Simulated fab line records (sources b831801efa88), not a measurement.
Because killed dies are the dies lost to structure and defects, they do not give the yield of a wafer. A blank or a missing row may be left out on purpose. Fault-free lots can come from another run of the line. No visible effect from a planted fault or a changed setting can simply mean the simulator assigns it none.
The tool behind it: which one?	flow gf180mcu	Sampling: 7 lots, 19 wafers, 3 of 602 route steps

WHAT THE GAUGES SHOWED, per wafer
GF_V4_OVL_MEAS_15.
lot	measured	on	V4_OVL (nm)
L280	day 24 06:34	overlay-01	1 -10 2
L282	day 25 07:01	overlay-01	9 8 8
L284	day 25 23:25	overlay-01	7 3 2
L292	day 28 17:48	overlay-02	-6 3
L294	day 29 12:22	overlay-02	-5 9
L297	day 30 06:25	overlay-01	12 0 2
L300	day 31 01:46	overlay-01	-11 -4 -7

WHAT TOOL EACH LOT RAN ON (gives the tool, then ch and the chambers of the sampled wafers, and finally the start)
lot	GF_POLY_GATE_ETCH_13	GF_V1_CVD_02
L280	rie si-02 ch 0,1,3, day 9 04:47	pecvd-01 ch 0,1, day 17 00:17
L282	rie si-02 ch 0,1,2, day 10 01:42	pecvd-04 ch 0,1,2, day 18 03:11
L284	rie si-02 ch 0,2, day 10 11:12	pecvd-02 ch 0,2, day 18 17:25
L292	rie si-01 ch 0,2, day 13 00:24	pecvd-02 ch 0,2, day 21 23:51
L294	rie si-01 ch 0,1, day 13 19:14	pecvd-02 ch 0,2, day 22 23:44
L297	rie si-02 ch 0,2,3, day 14 15:15	pecvd-01 ch 0,1, day 23 22:35
L300	rie si-02 ch 0,1,2, day 15 16:57	pecvd-02 ch 0,1,2, day 24 22:16
- GF_POLY_GATE_ETCH_13: etches poly-Si in HBr/Cl2, stops on SiO2, target depth 198.5 nm, time 69.6 s.
- GF_V1_CVD_02: deposits SiO2 from TEOS, target thk 850 nm, time 94.851 s.

THE ANSWER, worked out from the rows above alone
Rule: usual is defined by the lots themselves. Put in order of their means at a reading, lots are off if they are a third of the lots or fewer, leave a main group of 4 or more, and stand apart from it by a gap of 3 or more times the standard deviation of the main group's means; of several such gaps the widest counts. A main group whose means are all the same, to the digits that the tables above print for the reading, isn't used. Also off: a lot with no number at a reading for which 4 or more lots have one. The other lots that the step has rows for count as sound.
No lot is off on any of the readings shown, so nothing can be concluded from this.

WHAT WAS PUT IN BY THE SIMULATOR
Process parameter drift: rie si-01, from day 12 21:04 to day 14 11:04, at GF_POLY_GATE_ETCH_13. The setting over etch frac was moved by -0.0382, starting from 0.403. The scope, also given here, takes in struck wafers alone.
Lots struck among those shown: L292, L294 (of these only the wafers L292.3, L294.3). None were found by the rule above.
